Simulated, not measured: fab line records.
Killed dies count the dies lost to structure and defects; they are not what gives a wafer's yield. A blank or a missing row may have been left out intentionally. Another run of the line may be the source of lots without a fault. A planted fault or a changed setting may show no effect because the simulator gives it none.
Chamber matching / flow sky130 / rie-diel-04 running SKY_VIA1_ETCH_15: 4 sister chambers
The step etches SiO2 in C4F8/O2/Ar, stops on TiN, target depth 351 nm, time 54 s. 8 wafers are shown with their chamber, then 10 later ones without.

## WAFERS, EACH WITH ITS CHAMBER
wafer=L088.2; chamber=2; oes-product-au (a.u.)=0.990
wafer=L090.2; chamber=3; oes-product-au (a.u.)=0.982
wafer=L090.5; chamber=2; oes-product-au (a.u.)=0.981
wafer=L092.2; chamber=1; oes-product-au (a.u.)=0.987
wafer=L092.5; chamber=3; oes-product-au (a.u.)=0.991
wafer=L092.6; chamber=0; oes-product-au (a.u.)=0.985
wafer=L096.1; chamber=0; oes-product-au (a.u.)=0.983
wafer=L096.2; chamber=1; oes-product-au (a.u.)=0.987

## WAFERS WITH NO CHAMBER GIVEN
wafer=L096.3; oes-product-au (a.u.)=0.976
wafer=L096.4; oes-product-au (a.u.)=0.988
wafer=L096.5; oes-product-au (a.u.)=0.985
wafer=L096.6; oes-product-au (a.u.)=0.985
wafer=L097.1; oes-product-au (a.u.)=0.987
wafer=L097.2; oes-product-au (a.u.)=0.987
wafer=L097.3; oes-product-au (a.u.)=0.984
wafer=L097.4; oes-product-au (a.u.)=0.991
wafer=L097.5; oes-product-au (a.u.)=0.984
wafer=L097.6; oes-product-au (a.u.)=0.975

## EACH ONE'S CHAMBER
wafer=L096.3; from the rows above=can't be placed: 0 or 2 or 3 or 1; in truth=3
wafer=L096.4; from the rows above=can't be placed: 1 or 3 or 2 or 0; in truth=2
wafer=L096.5; from the rows above=can't be placed: 2 or 0 or 3 or 1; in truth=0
wafer=L096.6; from the rows above=can't be placed: 2 or 0 or 3 or 1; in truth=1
wafer=L097.1; from the rows above=can't be placed: 1 or 3 or 2 or 0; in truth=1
wafer=L097.2; from the rows above=can't be placed: 1 or 3 or 2 or 0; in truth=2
wafer=L097.3; from the rows above=can't be placed: 0 or 2 or 3 or 1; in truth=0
wafer=L097.4; from the rows above=can't be placed: 1 or 3 or 2 or 0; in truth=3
wafer=L097.5; from the rows above=can't be placed: 0 or 2 or 3 or 1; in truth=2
wafer=L097.6; from the rows above=can't be placed: 0 or 2 or 3 or 1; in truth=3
Placed correctly: 0 of 10. These rows do not allow placing 10 (true chamber among the candidates in 10). Number placed wrongly: 0.
How it was worked out, from the rows above alone: a wafer's distance from a chamber is the root of the sum, over the readings, of the square of ((its reading less the chamber's mean) divided by the reading's scatter). The wafer belongs to the nearest chamber; if the next one is less than 2 further off, it can't be placed. The mean given for a chamber averages the wafers shown for that chamber. The scatter: the root of (the sum of the squares of (reading less its chamber's mean) over the shown wafers, divided by (wafers less chambers)).
